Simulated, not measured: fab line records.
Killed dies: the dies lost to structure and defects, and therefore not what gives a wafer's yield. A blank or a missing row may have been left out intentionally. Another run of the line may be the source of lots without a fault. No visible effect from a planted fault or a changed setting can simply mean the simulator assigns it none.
A struck lot beside a sound one :: flow sky130 :: 16 out of 708 route steps
Sound: the wafers L259.1, L259.4, L259.5. Struck: wafers L261.1, L261.2, L261.3. The cause is named last.
For every step that has rows: the tool of each side, followed by ch and its chambers, followed by its first start. Under that, the readings that differ: sound wafers :: struck wafers :: difference of the means :: sigmas: that difference in standard deviations of wafers without a fault.
alike: same words and numbers on both sides, and readings whose means sit less than 2 such deviations apart. not compared: any withheld reading, any reading some wafer has no value for, any bound like >300 that may hide the same value, and any number with overlapping values for which the record gives no deviation.
A row with sigmas, a row that says differs or no value, or rows on one side alone: a step with any of these is where the two part. Non-overlapping numbers with no deviation appear without sigmas and do not part them. Lack of a reading on every wafer of one side parts them only where that side has two or more wafers.

SKY_NWELL_RS_MEAS_29: uses a four-point probe to measure.
  sound: filmMetro-03 at day 5 10:22; struck: filmMetro-04 at day 5 22:58
  alike: NWELL_RS
SKY_NWELL_RS_MEAS_31: uses a four-point probe to measure.
  sound: filmMetro-03 at day 5 10:36; struck: filmMetro-04 at day 5 23:12
  alike: PWDE_RS
then, 7 steps without rows for these wafers: SKY_VT_ADJUST_HVTP_DEHYDRATE_00 (time 60 s); SKY_VT_ADJUST_HVTP_HMDS_01 (prime time 60 s); SKY_VT_ADJUST_HVTP_COAT_02 (resist thk 1140 nm); SKY_VT_ADJUST_HVTP_SOFTBAKE_03 (time 60 s); SKY_VT_ADJUST_HVTP_EXPOSE_04 (exposes mask HVTPM, target cd 380 nm); SKY_VT_ADJUST_HVTP_PEB_05; SKY_VT_ADJUST_HVTP_DEVELOP_06 (develop time 60 s).
SKY_VT_ADJUST_HVTP_CD_MEAS_07 targets a cd of 380 nm.
  sound: cdSem-02 at day 6 04:28; struck: cdSem-02 at day 6 17:46
  alike: cdNm
SKY_VT_ADJUST_HVTP_OVL_MEAS_08:
  sound: overlay-01 at day 6 04:35; struck: overlay-02 at day 6 17:53
  alike: VT_ADJUST_HVTP_OVL
SKY_VT_ADJUST_HVTP_IMPLANT_09:
  sound on implanter-02 ch 0, day 6 04:37; struck on implanter-02 ch 0, day 6 18:14
SKY_VT_ADJUST_HVTP_STRIP_10: strips in O2/N2.
  sound on plasmaAsher-04 ch 0, day 6 04:46; struck on plasmaAsher-04 ch 0,1, day 6 18:23
  alike: drypumpMotorCurrentA, oesProductAu, stripTimeToEndpointS
  not compared: rfHoursCounterH
SKY_VT_ADJUST_HVTP_TW_MEAS_11:
  sound: filmMetro-03 at day 6 04:52; struck: filmMetro-03 at day 6 18:33
reading: VT_ADJUST_HVTP_TW
sound: 1337 1336 1340
struck: 1664 1671 1674
difference: +332
sigmas: +36
then, 1 step without rows for these wafers: SKY_VT_ADJUST_LVTN_DEHYDRATE_00 (time 60 s).
-- a jump in the record: the struck wafers' starts before and after are 40 days apart (it breaks off in module VT_ADJUST_LVTN and resumes in module PAD_OPEN, where the first step shown is number 708 of the route) --
SKY_PAD_OPEN_PROBE_99:
  sound: prober-02 at day 45 23:52; struck: prober-02 at day 46 08:35
reading: model.etest.tipP.rsOhmSq
sound: 6824 6873 6807
struck: 9766 9789 9769
difference: +2940
sigmas: 

reading: model.etest.pfet_01v8.rOnOhmUm
sound: 2848 2891 2928
struck: 3869 3839 3801
difference: +947
sigmas: 

reading: model.etest.tipP.rsOhmSqRange
sound: 167.8 166.9 124.5
struck: 240.8 240.4 278.2
difference: +100.1
sigmas: 

reading: model.etest.pfet_01v8.driveUaUm
sound: 196.5 193.6 191.7
struck: 114.6 115.2 117.1
difference: -78.3
sigmas: 

reading: model.etest.pfet_01v8_mvt.driveUaUm
sound: 153.5 152.3 151.1
struck: 80.13 80.25 82.89
difference: -71.21
sigmas: 

reading: model.etest.pfet_01v8_hvt.driveUaUm
sound: 146.6 142.3 141.4
struck: 88.33 89.04 89.97
difference: -54.32
sigmas: 

reading: model.etest.sramPfetLatch.driveUaUm
sound: 143.8 138.5 138
struck: 94.62 91.26 91.9
difference: -47.51
sigmas: 

reading: model.etest.ring_1v8.delayPs
sound: 20.86 21.26 21.45
struck: 28.83 28.99 28.2
difference: +7.48
sigmas: 
  alike: killed_at_M0_to_M3, killed_at_M4_up, killedAtContacts, killedAtFrontEnd, killedAtOther, killedDies, killedOpen, killedShort

## WHERE THEY PART
Only at SKY_VT_ADJUST_HVTP_TW_MEAS_11, within this record. Later steps at which nothing parts them and some readings are alike: SKY_PAD_OPEN_PROBE_99.

WHY: whatever the simulator had introduced
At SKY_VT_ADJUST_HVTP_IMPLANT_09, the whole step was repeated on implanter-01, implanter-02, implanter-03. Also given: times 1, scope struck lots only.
